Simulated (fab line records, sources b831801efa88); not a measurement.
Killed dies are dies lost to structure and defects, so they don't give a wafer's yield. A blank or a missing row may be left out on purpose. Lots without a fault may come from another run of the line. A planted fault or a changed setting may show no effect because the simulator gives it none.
Chamber matching | flow sky130 | SKY_CONTACT_ETCH_17 on rie_diel-01: 4 sister chambers
The step etches SiO2 in C4F8/O2/Ar, stops on Si3N4, target depth 340 nm. 14 wafers are shown with their chamber, then 7 later ones without.

WAFERS WITH THEIR CHAMBER
wafer  | chamber | oes_product_au (a.u.) | chamber_pressure_mTorr (mTorr)
L079.1 | 2       | 0.891                 | 39.97
L079.5 | 3       | 0.898                 | 39.97
L079.6 | 2       | 0.894                 | 39.98
L081.1 | 0       | 0.883                 | 39.97
L081.2 | 2       | 0.895                 | 39.98
L081.3 | 1       | 0.890                 | 39.99
L086.2 | 3       | 0.903                 | 40.03
L086.3 | 0       | 0.894                 | 40.01
L086.5 | 0       | 0.889                 | 40.01
L087.3 | 1       | 0.894                 | 40.03
L087.4 | 0       | 0.892                 | 40.01
L087.6 | 3       | 0.889                 | 39.97
L088.1 | 1       | 0.888                 | 40.03
L088.4 | 2       | 0.895                 | 40.03

SIGNATURES (means of the wafers above)
reading                | chamber 0 | chamber 1 | chamber 2 | chamber 3 | scatter within a chamber
oes_product_au         | 0.88950   | 0.89067   | 0.89375   | 0.89667   | 0.00446
chamber_pressure_mTorr | 40.0000   | 40.0167   | 39.9900   | 39.9900   | 0.0262
Rule: a wafer's distance from a chamber is the root of the sum, over the readings, of the square of ((its reading less the chamber's mean) divided by the reading's scatter). The wafer belongs to the nearest chamber; if the next one is less than 2 further off, it can't be placed. The scatter: the root of (the sum of the squares of (reading less its chamber's mean) over the shown wafers, divided by (wafers less chambers)).

WAFERS WITHOUT THEIR CHAMBER
wafer  | oes_product_au (a.u.) | chamber_pressure_mTorr (mTorr)
L088.6 | 0.899                 | 39.96
L089.2 | 0.895                 | 40.03
L089.5 | 0.892                 | 40.05
L089.6 | 0.889                 | 39.97
L096.3 | 0.900                 | 40.01
L096.4 | 0.891                 | 40.07
L096.5 | 0.885                 | 40.09

WHICH CHAMBER EACH WENT THROUGH
wafer  | from the rows above               | in truth
L088.6 | can't be placed: 3 or 2 or 0 or 1 | 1
L089.2 | can't be placed: 1 or 2 or 3 or 0 | 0
L089.5 | can't be placed: 1 or 0 or 2 or 3 | 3
L089.6 | can't be placed: 0 or 2 or 1 or 3 | 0
L096.3 | can't be placed: 3 or 2 or 1 or 0 | 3
L096.4 | can't be placed: 1 or 0 or 2 or 3 | 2
L096.5 | can't be placed: 1 or 0 or 2 or 3 | 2
Placed correctly: 0 of 7. Can't be placed from these rows: 7 (the true chamber is among the candidates in 7). Placed wrongly: 0.
